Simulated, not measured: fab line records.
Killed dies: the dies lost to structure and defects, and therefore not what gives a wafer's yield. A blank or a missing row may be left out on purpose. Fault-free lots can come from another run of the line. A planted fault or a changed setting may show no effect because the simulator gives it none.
fab line records	flow sky130
[record] lots = 13	wafers = 39	last_day = 50
route steps=708 shown VT_ADJUST_NCORE@127 SONOS_TUNNEL@160 SONOS_ONO@173
lots untouched by any fault: they come from a run of this same line in which no faults occurred
start_h: the number of hours between the record's first day and the start of the first shown wafer of the lot	wait_h: hours elapsed since this lot's preceding step	" identical to the entry in the row above	L1.1+2: one row covering several wafers at once	- no value present, or no start provided	* or withheld: withheld	< > ~ a bound
route shown NAME@n: names a module that has steps shown in the file, with the first one's number in the route	usual: the fault-free wafers' mean and standard deviation	same: alike in all rows	chamber/n: place in a boat	sites: readings site by site	_std_site: their standard deviation	_edge_site: mean of outer sites minus mean of inner sites	radius_mm: how far each site lies from the wafer's centre	mask NAME#n: copy n	behind: the last tool/chamber to shape the wafer	hold: the reason the lot was held/the length of the hold in hours/how it ended	device: which transistor (n, p or np) failed to switch	end of line: the route-end tests of the same wafers	a step without rows: its recipe alone	killed: dies that structure and defects cost at the first sort, which is not the same as the wafer's yield	map: a wafer's dies, marking killed ones x, the rest . and places with no die _
set.NAME: setting as actually run; set.NAME@STEP: the setting as run at that earlier step	model.NAME: the simulator's own value behind a step, which no gauge read
a sample of lots followed through the steps of the route, with each step as a table and each wafer as a row
[[steps]]
[step SKY_VT_ADJUST_NCORE_OVL_MEAS_08]
[usual] VT_ADJUST_NCORE_OVL = -1.3/1.7
lot.wafer	tool	chamber	start_h	wait_h	VT_ADJUST_NCORE_OVL[nm]
L733.1	overlay-02	-	184.62	0.1	-0.2
L733.3	"	-	"	"	-0.4
L733.4	"	-	"	"	-0.4
L734.3	overlay-01	-	195.89	0.1	-1.5
L734.4	"	-	"	"	-1.9
L734.6	"	-	"	"	-0.4
L735.1	overlay-01	-	200.11	0.1	-1.2
L735.5	"	-	"	"	1.1
L735.6	"	-	"	"	-1.8
L736.1	overlay-01	-	209.52	0.1	-1.3
L736.4	"	-	"	"	0.5
L736.5	"	-	"	"	-0.7
L737.1	overlay-01	-	214.86	0.1	0.8
L737.4	"	-	"	"	-0.4
L737.5	"	-	"	"	-0.2
L738.4	overlay-02	-	220.84	0.1	-1.8
L738.5	"	-	"	"	0.4
L738.6	"	-	"	"	0.2
L744.1	overlay-02	-	264.91	0.1	-0.5
L744.3	"	-	"	"	0.3
L744.6	"	-	"	"	-0.6
L746.2	overlay-01	-	278.46	0.1	-1.0
L746.3	"	-	"	"	1.0
L746.5	"	-	"	"	-1.2
L747.1	overlay-02	-	286.82	0.1	-0.6
L747.2	"	-	"	"	-1.6
L747.6	"	-	"	"	-0.2
L748.1	overlay-02	-	295.32	0.1	-3.3
L748.3	"	-	"	"	-5.3
L748.6	"	-	"	"	-4.5
L751.1	overlay-01	-	323.57	0.1	-1.7
L751.2	"	-	"	"	-0.5
L751.3	"	-	"	"	-3.0
L754.1	overlay-02	-	339.46	0.1	-3.5
L754.4	"	-	"	"	-4.5
L754.5	"	-	"	"	-2.2
L755.1	overlay-02	-	350.12	0.1	-3.1
L755.4	"	-	"	"	-2.6
L755.6	"	-	"	"	-1.8
[step SKY_SONOS_TUNNEL_DEVELOP_06]
[recipe] resist = NOVOLAK	developer = TMAH	develop_time_s = 60	dev_temp_c = 23
[usual] chill_plate_temp_C = 23.02/0.1	developer_temp_C = 23.01/0.095
lot.wafer	tool	chamber	start_h	wait_h	chill_plate_temp_C	developer_temp_C
L733.1	litho_track-02	0	251.74	0.1	23.04	23.03
L733.3	"	0	"	"	23.12	22.92
L733.4	"	0	"	"	22.96	23.00
L734.3	litho_track-03	0	264.83	0.1	23.00	23.02
L734.4	"	0	"	"	23.07	23.05
L734.6	"	0	"	"	23.19	23.05
L735.1	litho_track-03	0	268.48	0.1	22.96	23.18
L735.5	"	0	"	"	22.98	22.96
L735.6	"	0	"	"	22.97	22.97
L736.1	litho_track-04	0	280.15	0.1	22.90	23.03
L736.4	"	0	"	"	22.82	23.04
L736.5	"	0	"	"	22.82	23.21
L737.1	litho_track-04	0	285.65	0.1	23.00	22.92
L737.4	"	0	"	"	23.17	23.03
L737.5	"	0	"	"	23.07	22.89
L738.4	litho_track-04	0	291.98	0.1	23.07	22.96
L738.5	"	0	"	"	23.10	23.03
L738.6	"	0	"	"	23.03	23.02
L744.1	litho_track-02	0	342.84	0.1	22.96	22.98
L744.3	"	0	"	"	22.86	22.83
L744.6	"	0	"	"	22.87	22.98
L746.2	litho_track-02	0	356.06	0.1	22.94	20.83
L746.3	"	0	"	"	23.02	20.67
L746.5	"	0	"	"	22.99	20.68
L747.1	litho_track-02	0	365.24	0.1	23.01	20.74
L747.2	"	0	"	"	23.01	20.64
L747.6	"	0	"	"	23.08	20.85
L748.1	litho_track-02	0	375.44	0.1	23.09	20.69
L748.3	"	0	"	"	23.16	20.62
L748.6	"	0	"	"	23.23	20.76
L751.1	litho_track-03	0	407.63	0.1	22.97	23.01
L751.2	"	0	"	"	22.91	22.94
L751.3	"	0	"	"	22.88	22.95
L754.1	litho_track-04	0	425.05	0.1	22.98	23.09
L754.4	"	0	"	"	23.01	23.06
L754.5	"	0	"	"	23.06	23.13
L755.1	litho_track-02	0	437.58	0.1	22.95	22.91
L755.4	"	0	"	"	22.92	23.07
L755.6	"	0	"	"	22.82	23.08
[step SKY_SONOS_TUNNEL_CD_MEAS_07]
[recipe] target_cd_nm = 410
[usual] cd_nm = 410.2/2.2
lot.wafer	tool	chamber	start_h	wait_h	cd_nm
L733.1	cd_sem-02	-	251.89	0.1	411.2
L733.3	"	-	"	"	409.6
L733.4	"	-	"	"	412.0
L734.3	cd_sem-01	-	264.97	0.1	410.9
L734.4	"	-	"	"	410.9
L734.6	"	-	"	"	409.9
L735.1	cd_sem-02	-	268.63	0.1	409.1
L735.5	"	-	"	"	408.3
L735.6	"	-	"	"	409.6
L736.1	cd_sem-02	-	280.30	0.1	410.6
L736.4	"	-	"	"	410.8
L736.5	"	-	"	"	411.2
L737.1	cd_sem-01	-	285.80	0.1	408.0
L737.4	"	-	"	"	407.9
L737.5	"	-	"	"	407.5
L738.4	cd_sem-02	-	292.11	0.1	409.4
L738.5	"	-	"	"	412.0
L738.6	"	-	"	"	413.8
L744.1	cd_sem-02	-	342.99	0.1	412.5
L744.3	"	-	"	"	410.9
L744.6	"	-	"	"	407.3
L746.2	cd_sem-01	-	356.21	0.1	418.9
L746.3	"	-	"	"	416.1
L746.5	"	-	"	"	418.2
L747.1	cd_sem-02	-	365.39	0.1	417.8
L747.2	"	-	"	"	414.6
L747.6	"	-	"	"	416.8
L748.1	cd_sem-02	-	375.59	0.1	415.6
L748.3	"	-	"	"	414.5
L748.6	"	-	"	"	415.6
L751.1	cd_sem-02	-	407.78	0.1	410.2
L751.2	"	-	"	"	410.2
L751.3	"	-	"	"	411.5
L754.1	cd_sem-01	-	425.20	0.1	408.3
L754.4	"	-	"	"	406.5
L754.5	"	-	"	"	408.1
L755.1	cd_sem-02	-	437.73	0.1	412.0
L755.4	"	-	"	"	411.6
L755.6	"	-	"	"	414.2
[step SKY_SONOS_TUNNEL_TW_MEAS_12]
[usual] SONOS_TUNNEL_TW = 197.8/1.4
lot.wafer	tool	chamber	start_h	wait_h	SONOS_TUNNEL_TW
L733.1	film_metro-01	-	252.45	0.0	199.0
L733.3	"	-	"	"	198.3
L733.4	"	-	"	"	199.2
L734.3	film_metro-01	-	265.54	0.0	199.4
L734.4	"	-	"	"	200.2
L734.6	"	-	"	"	199.2
L735.1	film_metro-03	-	269.20	0.0	195.8
L735.5	"	-	"	"	196.6
L735.6	"	-	"	"	195.6
L736.1	film_metro-01	-	280.89	0.0	199.4
L736.4	"	-	"	"	200.5
L736.5	"	-	"	"	199.8
L737.1	film_metro-01	-	286.39	0.0	200.0
L737.4	"	-	"	"	200.0
L737.5	"	-	"	"	199.2
L738.4	film_metro-03	-	292.66	0.0	196.1
L738.5	"	-	"	"	195.7
L738.6	"	-	"	"	195.6
L744.1	film_metro-02	-	343.55	0.0	196.9
L744.3	"	-	"	"	196.3
L744.6	"	-	"	"	196.9
L746.2	film_metro-02	-	356.78	0.0	196.8
L746.3	"	-	"	"	196.1
L746.5	"	-	"	"	197.1
L747.1	film_metro-01	-	365.95	0.0	197.7
L747.2	"	-	"	"	199.0
L747.6	"	-	"	"	198.2
L748.1	film_metro-02	-	376.18	0.0	195.4
L748.3	"	-	"	"	196.6
L748.6	"	-	"	"	196.5
L751.1	film_metro-01	-	408.35	0.0	198.1
L751.2	"	-	"	"	198.6
L751.3	"	-	"	"	199.5
L754.1	film_metro-02	-	425.77	0.0	195.9
L754.4	"	-	"	"	197.4
L754.5	"	-	"	"	196.6
L755.1	film_metro-02	-	438.32	0.0	197.4
L755.4	"	-	"	"	195.9
L755.6	"	-	"	"	197.0
[step SKY_SONOS_ONO_THK_MEAS_05]
[recipe] reads = SiO2_of_SONOS_ONO_CVD_04
[usual] SONOS_ONO_CVD_04_THK = 5.76/0.1
lot.wafer	tool	chamber	start_h	wait_h	SONOS_ONO_CVD_04_THK[nm]
L733.1	film_metro-04	-	256.36	0.0	5.86
L733.3	"	-	"	"	5.84
L733.4	"	-	"	"	5.79
L734.3	film_metro-03	-	272.06	0.0	5.91
L734.4	"	-	"	"	5.76
L734.6	"	-	"	"	5.89
L735.1	film_metro-02	-	274.53	0.0	5.94
L735.5	"	-	"	"	5.85
L735.6	"	-	"	"	5.94
L736.1	film_metro-04	-	289.33	0.0	5.85
L736.4	"	-	"	"	5.74
L736.5	"	-	"	"	5.75
L737.1	film_metro-04	-	292.70	0.0	5.78
L737.4	"	-	"	"	5.83
L737.5	"	-	"	"	5.71
L738.4	film_metro-03	-	300.10	0.0	5.74
L738.5	"	-	"	"	5.72
L738.6	"	-	"	"	5.70
L744.1	film_metro-04	-	351.39	0.0	5.71
L744.3	"	-	"	"	5.72
L744.6	"	-	"	"	5.77
L746.2	film_metro-02	-	363.24	0.0	5.92
L746.3	"	-	"	"	5.81
L746.5	"	-	"	"	5.79
L747.1	film_metro-03	-	371.99	0.0	5.73
L747.2	"	-	"	"	5.75
L747.6	"	-	"	"	5.81
L748.1	film_metro-02	-	383.26	0.0	5.78
L748.3	"	-	"	"	5.74
L748.6	"	-	"	"	5.77
L751.1	film_metro-02	-	413.20	0.0	5.87
L751.2	"	-	"	"	5.86
L751.3	"	-	"	"	5.84
L754.1	film_metro-03	-	432.23	0.0	5.74
L754.4	"	-	"	"	5.68
L754.5	"	-	"	"	5.70
L755.1	film_metro-04	-	442.61	0.0	5.86
L755.4	"	-	"	"	5.86
L755.6	"	-	"	"	5.80
[[key]]
[first_sign] step = SKY_SONOS_TUNNEL_DEVELOP_06	reading = developer_temp_C	direction = down	sigmas = 24	usual = *	struck = *
[effect] step = SKY_SONOS_TUNNEL_CD_MEAS_07	reading = cd_nm	direction = up	sigmas = 2.8	usual = 410.2	struck = 416.5	through = control_loop
met_at SKY_SONOS_TUNNEL_DEVELOP_06
struck_lots L746,L747,L748
tester_left_out L746,L747,L748
[loop_trim] step = SKY_SONOS_TUNNEL_EXPOSE_04	setting = dose	lots = L748
not_acting_at SKY_VT_ADJUST_NCORE_OVL_MEAS_08,SKY_SONOS_TUNNEL_TW_MEAS_12,SKY_SONOS_ONO_THK_MEAS_05
onset_between 342.84 356.06
[fault] kind = process_parameter_drift	tool = litho_track-02	chamber = -	onset_h = 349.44	steps = SKY_SONOS_TUNNEL_DEVELOP_06	channel = dev_temp_c	offset = *	shape = step	end_h = 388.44	acts_in = *	stated = *
// tester_left_out: of these lots the tester's yield and bins aren't shown, on N5 and GAA mostly nor the transistor test; their killed dies are dies lost to structure and defects alone, not to doping, threshold or leakage, so they don't give the yield
// loop_trim: a control loop set the setting to another value than it would have without faults
